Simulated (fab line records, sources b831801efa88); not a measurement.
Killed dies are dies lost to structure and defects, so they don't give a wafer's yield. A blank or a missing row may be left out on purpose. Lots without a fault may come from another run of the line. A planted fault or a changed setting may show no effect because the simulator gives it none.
Which tool did it? | flow gf180mcu | 24 lots, 72 wafers sampled, at 4 steps of a route of 602

WHAT THE GAUGES READ, wafer by wafer
GF_V2_THK_MEAS_01.
lot  | measured     | on            | V2_CVD_00_THK (nm)
L074 | day 19 09:58 | film_metro-03 | 598 605 603
L075 | day 19 18:31 | film_metro-03 | 603 591 594
L076 | day 19 22:53 | film_metro-02 | 615 606 607
L077 | day 20 07:29 | film_metro-04 | 605 603 600
L078 | day 20 20:37 | film_metro-03 | 603 607 601
L079 | day 21 01:37 | film_metro-03 | 607 611 606
L080 | day 21 10:14 | film_metro-03 | 603 600 608
L081 | day 22 00:34 | film_metro-04 | 594 597 597
L082 | day 22 08:40 | film_metro-02 | 586 592 589
L083 | day 22 13:52 | film_metro-04 | 604 598 599
L084 | day 23 06:11 | film_metro-02 | 586 599 593
L085 | day 23 13:07 | film_metro-04 | 605 610 602
L086 | day 23 20:40 | film_metro-02 | 617 603 609
L087 | day 24 02:46 | film_metro-02 | 593 606 589
L088 | day 24 12:49 | film_metro-04 | 602 605 589
L089 | day 24 20:19 | film_metro-04 | 612 593 586
L090 | day 25 00:28 | film_metro-04 | 600 594 595
L091 | day 25 09:25 | film_metro-04 | 582 600 598
L092 | day 25 17:31 | film_metro-04 | 593 606 617
L093 | day 25 23:17 | film_metro-04 | 593 594 608
L094 | day 26 12:07 | film_metro-03 | 585 607 608
L095 | day 26 17:38 | film_metro-03 | 591 607 596
L096 | day 27 05:58 | film_metro-02 | 593 589 612
L097 | day 27 12:56 | film_metro-02 | 608 603 606

GF_V3_THK_MEAS_01.
lot  | measured     | on            | V3_CVD_00_THK (nm)
L074 | day 21 13:32 | film_metro-03 | 603 608 606
L075 | day 21 21:07 | film_metro-03 | 596 596 596
L076 | day 22 02:14 | film_metro-01 | 597 598 591
L077 | day 22 10:33 | film_metro-02 | 604 596 590
L078 | day 22 22:41 | film_metro-02 | 604 600 600
L079 | day 23 04:11 | film_metro-03 | 601 596 601
L080 | day 23 11:45 | film_metro-02 | 597 596 598
L081 | day 24 01:20 | film_metro-02 | 595 589 590
L082 | day 24 08:42 | film_metro-02 | 600 598 593
L083 | day 24 14:22 | film_metro-01 | 590 593 607
L084 | day 25 06:49 | film_metro-01 | 590 592 589
L085 | day 25 12:23 | film_metro-03 | 600 608 607
L086 | day 25 20:04 | film_metro-01 | 604 588 595
L087 | day 26 02:14 | film_metro-02 | 600 598 605
L088 | day 26 10:58 | film_metro-03 | 596 591 592
L089 | day 26 17:41 | film_metro-01 | 589 593 582
L090 | day 26 22:33 | film_metro-02 | 599 614 607
L091 | day 27 07:15 | film_metro-03 | 599 606 602
L092 | day 27 14:23 | film_metro-02 | 609 597 616
L093 | day 27 19:47 | film_metro-01 | 600 602 596
L094 | day 28 08:13 | film_metro-01 | 593 604 608
L095 | day 28 11:53 | film_metro-01 | 585 597 596
L096 | day 28 23:22 | film_metro-01 | 598 596 604
L097 | day 29 06:49 | film_metro-01 | 603 602 602

GF_V3_THK_MEAS_03.
lot  | measured     | on            | V3_CVD_02_THK (nm)
L074 | day 21 13:40 | film_metro-01 | 863 854 865
L075 | day 21 21:15 | film_metro-02 | 843 842 865
L076 | day 22 02:22 | film_metro-03 | 857 858 878
L077 | day 22 10:41 | film_metro-01 | 847 863 872
L078 | day 22 22:49 | film_metro-02 | 840 826 843
L079 | day 23 04:19 | film_metro-01 | 855 871 871
L080 | day 23 11:53 | film_metro-01 | 858 864 854
L081 | day 24 01:28 | film_metro-01 | 852 852 862
L082 | day 24 08:50 | film_metro-01 | 848 868 859
L083 | day 24 14:29 | film_metro-02 | 840 871 862
L084 | day 25 06:56 | film_metro-03 | 854 855 843
L085 | day 25 12:31 | film_metro-01 | 834 858 860
L086 | day 25 20:11 | film_metro-03 | 833 848 839
L087 | day 26 02:22 | film_metro-02 | 848 842 868
L088 | day 26 11:05 | film_metro-03 | 852 857 866
L089 | day 26 17:49 | film_metro-03 | 845 849 849
L090 | day 26 22:41 | film_metro-01 | 852 855 867
L091 | day 27 07:23 | film_metro-02 | 841 840 854
L092 | day 27 14:31 | film_metro-01 | 838 855 852
L093 | day 27 19:55 | film_metro-02 | 845 864 852
L094 | day 28 08:20 | film_metro-03 | 849 845 873
L095 | day 28 12:01 | film_metro-02 | 847 857 864
L096 | day 28 23:30 | film_metro-03 | 852 873 855
L097 | day 29 06:56 | film_metro-03 | 853 862 862

WHICH TOOL RAN EACH LOT (tool, then ch and the chambers of the sampled wafers, then the start)
lot  | GF_SALICIDE_RTA_08
L074 | rtp_anneal-02 ch 0, day 15 07:04
L075 | rtp_anneal-02 ch 0, day 15 15:35
L076 | rtp_anneal-02 ch 0, day 15 20:17
L077 | rtp_anneal-02 ch 0, day 16 04:44
L078 | rtp_anneal-02 ch 0, day 16 15:51
L079 | rtp_anneal-02 ch 0, day 16 19:44
L080 | rtp_anneal-01 ch 0, day 17 04:50
L081 | rtp_anneal-02 ch 0, day 17 17:10
L082 | rtp_anneal-01 ch 0, day 18 02:25
L083 | rtp_anneal-02 ch 0, day 18 06:47
L084 | rtp_anneal-02 ch 0, day 19 00:48
L085 | rtp_anneal-01 ch 0, day 19 08:06
L086 | rtp_anneal-02 ch 0, day 19 15:23
L087 | rtp_anneal-01 ch 0, day 19 22:43
L088 | rtp_anneal-02 ch 0, day 20 10:19
L089 | rtp_anneal-01 ch 0, day 20 17:11
L090 | rtp_anneal-01 ch 0, day 20 22:10
L091 | rtp_anneal-01 ch 0, day 21 08:06
L092 | rtp_anneal-01 ch 0, day 21 16:44
L093 | rtp_anneal-01 ch 0, day 21 23:11
L094 | rtp_anneal-01 ch 0, day 22 13:16
L095 | rtp_anneal-01 ch 0, day 22 20:35
L096 | rtp_anneal-01 ch 0, day 23 09:07
L097 | rtp_anneal-02 ch 0, day 23 17:19
- GF_SALICIDE_RTA_08: time 30 s.

WHAT THE TOOLS THEMSELVES READ (means of the sampled wafers that have a number; where no wafer has one, the mark that the record gives instead)
GF_SALICIDE_RTA_08.
lot  | tool          | lamp_power_pct (%) | wafer_temp_C_max
L074 | rtp_anneal-02 | 15.8               | 803.0
L075 | rtp_anneal-02 | 15.8               | 803.3
L076 | rtp_anneal-02 | 15.8               | 803.4
L077 | rtp_anneal-02 | 15.8               | 803.3
L078 | rtp_anneal-02 | 15.8               | 803.5
L079 | rtp_anneal-02 | 15.8               | 803.5
L080 | rtp_anneal-01 | 18.8               | 806.5
L081 | rtp_anneal-02 | 15.8               | 802.3
L082 | rtp_anneal-01 | 18.8               | 805.5
L083 | rtp_anneal-02 | 15.8               | 803.5
L084 | rtp_anneal-02 | 15.8               | 802.9
L085 | rtp_anneal-01 | 18.8               | 806.5
L086 | rtp_anneal-02 | 15.8               | 803.2
L087 | rtp_anneal-01 | 18.8               | 806.1
L088 | rtp_anneal-02 | 15.8               | 803.2
L089 | rtp_anneal-01 | 18.8               | 805.8
L090 | rtp_anneal-01 | 18.8               | 806.6
L091 | rtp_anneal-01 | 18.9               | 806.5
L092 | rtp_anneal-01 | 18.8               | 807.2
L093 | rtp_anneal-01 | 18.8               | 806.7
L094 | rtp_anneal-01 | 18.9               | 806.6
L095 | rtp_anneal-01 | 18.8               | 806.2
L096 | rtp_anneal-01 | 18.8               | 807.1
L097 | rtp_anneal-02 | 15.8               | 803.2

THE ANSWER, worked out from the rows above alone
Rule: what is usual is taken from the lots themselves. Put in order of their means at a reading, lots are off if they are a third of the lots or fewer, leave a main group of 4 or more, and stand apart from it by a gap of 3 or more times the standard deviation of the main group's means; of several such gaps the widest counts. A main group whose means are all the same, to the digits that the tables above print for the reading, isn't used. A lot without any number at a reading at which 4 lots or more have one is off too. The other lots that the step has rows for count as sound. The gauges are gone through in route order, then the tools' own readings, and for those a lot's mean is taken as printed above. The first step at which some lot is off is used, and at that step the reading that is off furthest; a lot without a number counts as furthest.
No lot is off at any reading shown: from this, nothing can be told.

WHAT THE SIMULATOR HAD PUT IN
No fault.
